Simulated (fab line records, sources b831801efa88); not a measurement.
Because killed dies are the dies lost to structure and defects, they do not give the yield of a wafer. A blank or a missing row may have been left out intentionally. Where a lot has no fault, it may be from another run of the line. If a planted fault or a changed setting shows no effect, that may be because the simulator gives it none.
fab line records | flow gf180mcu | part 2 of 2: steps 30 to 43 of 43
record: lots: 5 | wafers: 15 | lastDay: 34
route steps=602 shown POLY_GATE@170 HV_LDD@176
lots that met no fault: taken from a fault-free run of the same line
startH: the number of hours between the record's first day and the start of the first shown wafer of the lot | waitH: hours elapsed since this lot's preceding step | " unchanged from the row above | L1.1+2: one row covering several wafers at once | - no value present, or no start provided | * or withheld: withheld | < > ~ a bound
route shown NAME@n: a module of which the file shows steps, and the number in the route of the first | usual: average and standard deviation across the fault-free wafers | same: alike in all rows | chamber/n: place in a boat | sites: readings site by site | _std_site: how widely they spread, as a standard deviation | _edge_site: inner sites' mean taken away from outer sites' mean | radiusMm: how far each site lies from the wafer's centre | mask NAME#n: copy n | behind: the tool/chamber that last shaped the wafer | hold: the reason the lot was held/the length of the hold in hours/how it ended | device: the transistor (n, p or np) that didn't switch | end of line: tests of these same wafers at the route's end | for a step that has no rows: nothing shown but its recipe | killed: the dies lost at the first sort to structure and to defects; this is not the yield of the wafer | map: shows each die of a wafer: x if killed, . if not, _ if none is there
set.NAME: the setting as run; set.NAME@STEP: as run at that earlier step | model.NAME: the simulator's own value behind a step, which no gauge read
a table for each step, a row for each wafer; lots at some steps of the route
services: a tool's chamber out of use, with start hour (startH, from the record's first day; less than 0 if before it), hours out, and reason
== steps ==
step: GF_HV_LDD_TW_MEAS_23
usual: HV_LDD_2_TW: 1055/14
lot.wafer | tool         | chamber | startH | waitH | HV_LDD_2_TW
L081.1    | filmMetro-04 | -       | 287.89 | 0.1   | 1051
L081.4    | "            | -       | "      | "     | 1051
L081.6    | "            | -       | "      | "     | 1049
L083.4    | filmMetro-02 | -       | 301.87 | 0.1   | 1087
L083.5    | "            | -       | "      | "     | 1082
L083.6    | "            | -       | "      | "     | 1082
L086.2    | filmMetro-01 | -       | 330.87 | 0.1   | 1046
L086.3    | "            | -       | "      | "     | 1048
L086.4    | "            | -       | "      | "     | 1050
L089.2    | filmMetro-04 | -       | 351.07 | 0.1   | 1051
L089.4    | "            | -       | "      | "     | 1053
L089.6    | "            | -       | "      | "     | 1053
L095.2    | filmMetro-02 | -       | 396.22 | 0.1   | 1077
L095.4    | "            | -       | "      | "     | 1082
L095.5    | "            | -       | "      | "     | 1085
step: GF_HV_LDD_DEHYDRATE_24
recipe: tempC: 200 | timeS: 60
lot.wafer  | tool          | chamber | startH | waitH
L081.1+4+6 | lithoTrack-04 | 0       | 296.73 | 8.8
L083.4+5+6 | lithoTrack-03 | 0       | 311.47 | 9.6
L086.2+3+4 | lithoTrack-04 | 0       | 341.01 | 10.1
L089.2+4+6 | lithoTrack-04 | 0       | 361.06 | 10.0
L095.2+4+5 | lithoTrack-03 | 0       | 407.07 | 10.8
step: GF_HV_LDD_HMDS_25
recipe: primeTimeS: 60 | primeTempC: 120
usual: primeTempC: 119.99/0.13
lot.wafer | tool          | chamber | startH | waitH | primeTempC
L081.1    | lithoTrack-04 | 0       | 296.88 | 0.1   | 119.83
L081.4    | "             | 0       | "      | "     | 120.01
L081.6    | "             | 0       | "      | "     | 119.90
L083.4    | lithoTrack-03 | 0       | 311.62 | 0.1   | 119.78
L083.5    | "             | 0       | "      | "     | 119.63
L083.6    | "             | 0       | "      | "     | 119.88
L086.2    | lithoTrack-04 | 0       | 341.16 | 0.1   | 119.93
L086.3    | "             | 0       | "      | "     | 119.94
L086.4    | "             | 0       | "      | "     | 120.04
L089.2    | lithoTrack-04 | 0       | 361.21 | 0.1   | 119.99
L089.4    | "             | 0       | "      | "     | 119.97
L089.6    | "             | 0       | "      | "     | 120.02
L095.2    | lithoTrack-03 | 0       | 407.22 | 0.1   | 119.87
L095.4    | "             | 0       | "      | "     | 120.03
L095.5    | "             | 0       | "      | "     | 120.07
step: GF_HV_LDD_COAT_26
recipe: resist: NOVOLAK | spinRpm: 3000 | resistThkNm: 1000
lot.wafer  | tool          | chamber | startH | waitH
L081.1+4+6 | lithoTrack-04 | 0       | 297.03 | 0.1
L083.4+5+6 | lithoTrack-03 | 0       | 311.77 | 0.1
L086.2+3+4 | lithoTrack-04 | 0       | 341.31 | 0.1
L089.2+4+6 | lithoTrack-04 | 0       | 361.36 | 0.1
L095.2+4+5 | lithoTrack-03 | 0       | 407.37 | 0.1
step: GF_HV_LDD_SOFTBAKE_27
recipe: tempC: 90 | timeS: 60 | resist: NOVOLAK
lot.wafer  | tool          | chamber | startH | waitH
L081.1+4+6 | lithoTrack-04 | 0       | 297.18 | 0.1
L083.4+5+6 | lithoTrack-03 | 0       | 311.92 | 0.1
L086.2+3+4 | lithoTrack-04 | 0       | 341.46 | 0.1
L089.2+4+6 | lithoTrack-04 | 0       | 361.51 | 0.1
L095.2+4+5 | lithoTrack-03 | 0       | 407.52 | 0.1
step: GF_HV_LDD_EXPOSE_28
recipe: maskId: Nplus_HV_AREA | targetCdNm: 400 | na: 0.6 | sourceShape: conventional | sigmaOuter: 0.6 | doseMj: 140
usual: exposureDoseMJCm2: 140.01/0.14
lot.wafer | tool            | chamber | startH | waitH | mask            | exposureDoseMJCm2
L081.1    | ilineStepper-01 | 0       | -      | -     | Nplus_HV_AREA#0 | 140.20
L081.4    | "               | 0       | "      | "     | Nplus_HV_AREA#0 | 139.80
L081.6    | "               | 0       | "      | "     | Nplus_HV_AREA#0 | 139.85
L083.4    | ilineStepper-02 | 0       | -      | -     | Nplus_HV_AREA#0 | 140.03
L083.5    | "               | 0       | "      | "     | Nplus_HV_AREA#0 | 139.94
L083.6    | "               | 0       | "      | "     | Nplus_HV_AREA#0 | 140.20
L086.2    | ilineStepper-01 | 0       | -      | -     | Nplus_HV_AREA#0 | 139.95
L086.3    | "               | 0       | "      | "     | Nplus_HV_AREA#0 | 140.17
L086.4    | "               | 0       | "      | "     | Nplus_HV_AREA#0 | 139.92
L089.2    | ilineStepper-02 | 0       | -      | -     | Nplus_HV_AREA#0 | 139.95
L089.4    | "               | 0       | "      | "     | Nplus_HV_AREA#0 | 139.77
L089.6    | "               | 0       | "      | "     | Nplus_HV_AREA#0 | 139.95
L095.2    | ilineStepper-01 | 0       | -      | -     | Nplus_HV_AREA#0 | 139.97
L095.4    | "               | 0       | "      | "     | Nplus_HV_AREA#0 | 139.88
L095.5    | "               | 0       | "      | "     | Nplus_HV_AREA#0 | 139.88
step: GF_HV_LDD_PEB_29
recipe: tempC: withheld | timeS: * | resist: NOVOLAK
lot.wafer  | tool          | chamber | startH | waitH
L081.1+4+6 | lithoTrack-04 | 0       | -      | -
L083.4+5+6 | lithoTrack-04 | 0       | -      | -
L086.2+3+4 | lithoTrack-03 | 0       | -      | -
L089.2+4+6 | lithoTrack-03 | 0       | -      | -
L095.2+4+5 | lithoTrack-03 | 0       | -      | -
step: GF_HV_LDD_DEVELOP_30
recipe: developTimeS: 60 | devTempC: 23
same: developTimeS: 60
lot.wafer  | tool          | chamber | startH | waitH
L081.1+4+6 | lithoTrack-04 | 0       | 306.88 | 0.1
L083.4+5+6 | lithoTrack-04 | 0       | 322.41 | 0.1
L086.2+3+4 | lithoTrack-03 | 0       | 351.67 | 0.1
L089.2+4+6 | lithoTrack-03 | 0       | 372.67 | 0.1
L095.2+4+5 | lithoTrack-03 | 0       | 419.97 | 0.1
step: GF_HV_LDD_CD_MEAS_31
recipe: targetCdNm: 400
usual: cdNm: 399.9/2.5
lot.wafer | tool     | chamber | startH | waitH | cdNm
L081.1    | cdSem-01 | -       | 307.06 | 0.2   | 399.0
L081.4    | "        | -       | "      | "     | 399.7
L081.6    | "        | -       | "      | "     | 399.4
L083.4    | cdSem-01 | -       | 322.54 | 0.1   | 402.4
L083.5    | "        | -       | "      | "     | 406.3
L083.6    | "        | -       | "      | "     | 401.7
L086.2    | cdSem-01 | -       | 351.81 | 0.1   | 403.8
L086.3    | "        | -       | "      | "     | 402.0
L086.4    | "        | -       | "      | "     | 402.2
L089.2    | cdSem-02 | -       | 372.81 | 0.1   | 402.0
L089.4    | "        | -       | "      | "     | 398.2
L089.6    | "        | -       | "      | "     | 399.8
L095.2    | cdSem-02 | -       | 420.11 | 0.1   | 399.2
L095.4    | "        | -       | "      | "     | 398.7
L095.5    | "        | -       | "      | "     | 401.5
step: GF_HV_LDD_OVL_MEAS_32
usual: HV_LDD_02_OVL: 0.2/1.4
lot.wafer | tool       | chamber | startH | waitH | HV_LDD_02_OVL[nm]
L081.1    | overlay-02 | -       | 307.18 | 0.1   | -1.8
L081.4    | "          | -       | "      | "     | -0.6
L081.6    | "          | -       | "      | "     | -1.2
L083.4    | overlay-02 | -       | 322.62 | 0.1   | 2.1
L083.5    | "          | -       | "      | "     | -0.2
L083.6    | "          | -       | "      | "     | 2.2
L086.2    | overlay-02 | -       | 351.92 | 0.1   | 2.5
L086.3    | "          | -       | "      | "     | -0.4
L086.4    | "          | -       | "      | "     | 0.6
L089.2    | overlay-02 | -       | 372.92 | 0.1   | 0.3
L089.4    | "          | -       | "      | "     | 0.9
L089.6    | "          | -       | "      | "     | 1.3
L095.2    | overlay-01 | -       | 420.22 | 0.1   | -0.2
L095.4    | "          | -       | "      | "     | -1.2
L095.5    | "          | -       | "      | "     | -0.5
step: GF_HV_LDD_IMPLANT_33
recipe: species: P | energyKev: 60 | doseCm2: 7.5e+12 | tiltDeg: 30 | rotationDeg: 0
lot.wafer  | tool         | chamber | startH | waitH
L081.1+4+6 | implanter-04 | 0       | 307.22 | 0.0
L083.4+5+6 | implanter-04 | 0       | 322.71 | 0.1
L086.2+3+4 | implanter-03 | 0       | 351.97 | 0.0
L089.2+4+6 | implanter-04 | 0       | 372.97 | 0.0
L095.2+4+5 | implanter-04 | 0       | 420.27 | 0.0
step: GF_HV_LDD_IMPLANT_34
recipe: species: P | energyKev: 60 | doseCm2: 7.5e+12 | tiltDeg: 29.34 | rotationDeg: 90
lot.wafer  | tool         | chamber | startH | waitH
L081.1+4+6 | implanter-04 | 0       | 307.37 | 0.1
L083.4+5+6 | implanter-04 | 0       | 322.86 | 0.1
L086.2+3+4 | implanter-03 | 0       | 352.12 | 0.1
L089.2+4+6 | implanter-04 | 0       | 373.12 | 0.1
L095.2+4+5 | implanter-04 | 0       | 420.42 | 0.1
step: GF_HV_LDD_IMPLANT_35
recipe: species: P | energyKev: 60 | doseCm2: 7.5e+12 | tiltDeg: 30 | rotationDeg: 180
lot.wafer  | tool         | chamber | startH | waitH
L081.1+4+6 | implanter-04 | 0       | 307.52 | 0.1
L083.4+5+6 | implanter-04 | 0       | 323.01 | 0.1
L086.2+3+4 | implanter-03 | 0       | 352.27 | 0.1
L089.2+4+6 | implanter-04 | 0       | 373.27 | 0.1
L095.2+4+5 | implanter-04 | 0       | 420.57 | 0.1
step: GF_HV_LDD_IMPLANT_36
recipe: species: P | energyKev: 60 | doseCm2: 7.5e+12 | tiltDeg: 30 | rotationDeg: 270
lot.wafer  | tool         | chamber | startH | waitH
L081.1+4+6 | implanter-04 | 0       | 307.67 | 0.1
L083.4+5+6 | implanter-04 | 0       | 323.16 | 0.1
L086.2+3+4 | implanter-03 | 0       | 352.42 | 0.1
L089.2+4+6 | implanter-04 | 0       | 373.42 | 0.1
L095.2+4+5 | implanter-04 | 0       | 420.72 | 0.1
== services ==
tool            | chamber | startH | hours | kind
furnace-02      | -       | 236.27 | 2.2   | pm
ilineStepper-02 | -       | 238.63 | 2.1   | pm
implanter-01    | -       | 238.76 | 4.4   | pm
furnace-02      | -       | 242.96 | 3.4   | pm
ilineStepper-02 | -       | 252.49 | 1.7   | pm
furnace-01      | -       | 262.15 | 4.6   | pm
implanter-03    | -       | 263.24 | 1.2   | repair
ilineStepper-01 | -       | 264.10 | 1.7   | pm
implanter-03    | -       | 266.50 | 4.3   | pm
furnace-01      | -       | 277.79 | 3.8   | pm
wetBench-03     | -       | 310.50 | 6.3   | repair
implanter-03    | -       | 325.28 | 2.0   | repair
rieSi-02        | -       | 330.88 | 0.7   | repair
furnace-02      | -       | 341.75 | 6.7   | repair
plasmaAsher-01  | -       | 343.54 | 1.2   | repair
implanter-03    | -       | 346.32 | 2.2   | repair
implanter-04    | -       | 362.67 | 4.9   | pm
rieSi-01        | 3       | 363.35 | 1.1   | repair
rieSi-01        | 2       | 366.45 | 8.7   | repair
plasmaAsher-02  | -       | 368.52 | 1.5   | repair
implanter-03    | -       | 370.08 | 63.0  | pm
ilineStepper-01 | -       | 402.47 | 2.1   | pm
furnace-02      | -       | 411.43 | 4.3   | pm
implanter-04    | -       | 411.64 | 4.9   | repair
